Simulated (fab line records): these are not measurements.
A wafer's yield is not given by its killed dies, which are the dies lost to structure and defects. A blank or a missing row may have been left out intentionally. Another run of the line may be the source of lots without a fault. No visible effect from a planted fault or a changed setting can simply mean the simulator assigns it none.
Comparing a struck lot with a sound one + flow gf180mcu + 34 steps out of a route of 602
Sound: the wafers L566.1, L566.2, L566.6. Wafers struck: L567.3, L567.5, L567.6. Last of all comes the cause.
For every step that has rows: the tool of each side, followed by ch and its chambers, followed by its first start. Under that, the readings that differ: sound wafers + struck wafers + difference of the means + sigmas: that difference in standard deviations of wafers without a fault.
alike: readings with means less than 2 such deviations apart, plus words and numbers identical on both sides. not compared: withheld readings, readings lacking a value on some wafer, bounds such as >300 that could conceal the same value, and numbers that have no deviation in the record and whose values overlap.
The two part at a step that has a row with sigmas, a row that says differs or no value, or rows on one side only. Numbers that have no deviation but don't overlap get no sigmas and don't part them. A reading that every wafer of one side lacks parts them only if that side has two wafers or more.

first, 1 step without rows for these wafers: GF_HV_LDD_IMPLANT_21.
GF_HV_LDD_STRIP_22: strips in O2/N2.
  sound on plasma_asher-01 ch 0,1, day 13 02:57; struck on plasma_asher-02 ch 0,1, day 13 07:59
  alike: chamber_pressure_mTorr, drypump_motor_current_A, heater_power_w, oes_product_au, strip_time_to_endpoint_s
  not compared: rf_hours_counter_h
GF_HV_LDD_TW_MEAS_23:
  struck on film_metro-01, day 13 08:04; sound on film_metro-01, day 13 03:03
  alike: HV_LDD_2_TW
then, 7 steps without rows for these wafers: GF_HV_LDD_DEHYDRATE_24 (time 60 s); GF_HV_LDD_HMDS_25 (prime time 60 s); GF_HV_LDD_COAT_26 (resist thk 1000 nm); GF_HV_LDD_SOFTBAKE_27 (time 60 s); GF_HV_LDD_EXPOSE_28 (exposes mask Nplus HV AREA, target cd 400 nm); GF_HV_LDD_PEB_29; GF_HV_LDD_DEVELOP_30 (develop time 62.6 s).
GF_HV_LDD_CD_MEAS_31 targets a cd of 400 nm.
  struck on cd_sem-01, day 14 03:23; sound on cd_sem-01, day 13 22:57
  alike: cd_nm
GF_HV_LDD_OVL_MEAS_32:
  struck on overlay-01, day 14 03:29; sound on overlay-01, day 13 23:04
  alike: HV_LDD_02_OVL
GF_HV_LDD_IMPLANT_33:
  sound on implanter-03 ch 0, day 13 23:07; struck on implanter-04, day 14 03:34
  no value came back on the struck wafers for beam_energy_keV, beam_on_s (s), dose_ions_cm2; on the sound wafers beam_energy_keV reads 59.956 59.969 59.981
then, 3 steps without rows for these wafers: GF_HV_LDD_IMPLANT_34; GF_HV_LDD_IMPLANT_35; GF_HV_LDD_IMPLANT_36.
GF_HV_LDD_STRIP_37: strips in O2/N2.
  sound on plasma_asher-02 ch 0,1, day 13 23:43; struck on plasma_asher-02 ch 0,1, day 14 04:08
  alike: chamber_pressure_mTorr, drypump_motor_current_A, heater_power_w, oes_product_au, strip_time_to_endpoint_s
  not compared: rf_hours_counter_h
GF_HV_LDD_TW_MEAS_38:
  struck on film_metro-04, day 14 04:28; sound on film_metro-04, day 13 23:49
| reading     | sound          | struck         | difference | sigmas |
|-------------|----------------|----------------|------------|--------|
| HV_LDD_3_TW | 1435 1425 1431 | 1294 1299 1305 | -131       | -14    |
  not compared: hold
then, 6 steps without rows for these wafers: GF_HV_LDD_HMDS_40 (prime time 60 s); GF_HV_LDD_COAT_41 (resist thk 1000 nm); GF_HV_LDD_SOFTBAKE_42 (time 60 s); GF_HV_LDD_EXPOSE_43 (exposes mask Pplus HV AREA, target cd 400 nm); GF_HV_LDD_PEB_44; GF_HV_LDD_DEVELOP_45 (develop time 60 s).
GF_HV_LDD_CD_MEAS_46 targets a cd of 400 nm.
  struck on cd_sem-02, day 15 00:51; sound on cd_sem-01, day 14 20:07
  alike: cd_nm
GF_HV_LDD_OVL_MEAS_47:
  struck on overlay-02, day 15 00:56; sound on overlay-01, day 14 20:14
  alike: HV_LDD_03_OVL
then, 1 step without rows for these wafers: GF_HV_LDD_IMPLANT_48.
GF_HV_LDD_STRIP_49: strips in O2/N2.
  sound on plasma_asher-02 ch 0,1, day 14 20:25; struck on plasma_asher-03 ch 0,1, day 15 01:09
  alike: chamber_pressure_mTorr, drypump_motor_current_A, heater_power_w, oes_product_au, strip_time_to_endpoint_s
  not compared: rf_hours_counter_h
GF_HV_LDD_TW_MEAS_50:
  struck on film_metro-03, day 15 01:14; sound on film_metro-03, day 14 20:31
  alike: HV_LDD_4_TW
then, 1 step without rows for these wafers: GF_HV_LDD_CLEAN_51 (cleans in SC1/SC2, time 150 s).
GF_HV_LDD_RTA_52: time 10 s.
  sound on rtp_anneal-02 ch 0, day 14 20:37; struck on rtp_anneal-02 ch 0, day 15 01:20
  alike: lamp_power_pct, wafer_temp_C_max
GF_HV_LDD_RS_MEAS_53: uses a four-point probe to measure.
  struck on film_metro-03, day 15 01:43; sound on film_metro-01, day 14 20:41
| reading            | sound             | struck            | difference | sigmas |
|--------------------|-------------------|-------------------|------------|--------|
| HV_LDD_RS (ohm/sq) | 417.6 417.6 417.6 | 441.4 440.6 440.8 | +23.3      | +24    |
  not compared: hold
GF_HV_LDD_CVD_54: deposits SiO2 from TEOS, target thk 10 nm, time 75 s.
  sound on lpcvd-01 ch 0, day 14 20:49; struck on lpcvd-01 ch 0, day 15 05:53
| reading                                 | sound            | struck                                                                     | difference                   | sigmas |
|-----------------------------------------|------------------|----------------------------------------------------------------------------|------------------------------|--------|
| hold                                    | - - -            | await_dispo/3.2h/release await_dispo/3.2h/release await_dispo/3.2h/release | no value on the sound wafers |        |
| model.SiO2_of_HV_LDD_CVD_54.thk_nm (nm) | 9.984 10.1 10.11 | 9.816 9.75 9.855                                                           | -0.258                       |        |
  alike: spike_tc_upper_C, zone_power_top_pct
GF_HV_LDD_THK_MEAS_55:
  struck on film_metro-01, day 15 07:02; sound on film_metro-04, day 14 21:50
  alike: HV_LDD_CVD_54_THK

WHERE THEY PART
First at GF_HV_LDD_IMPLANT_33; last, within this record, at GF_HV_LDD_CVD_54. Later steps at which nothing parts them and some readings are alike: GF_HV_LDD_THK_MEAS_55.

WHY: what the simulator had put in
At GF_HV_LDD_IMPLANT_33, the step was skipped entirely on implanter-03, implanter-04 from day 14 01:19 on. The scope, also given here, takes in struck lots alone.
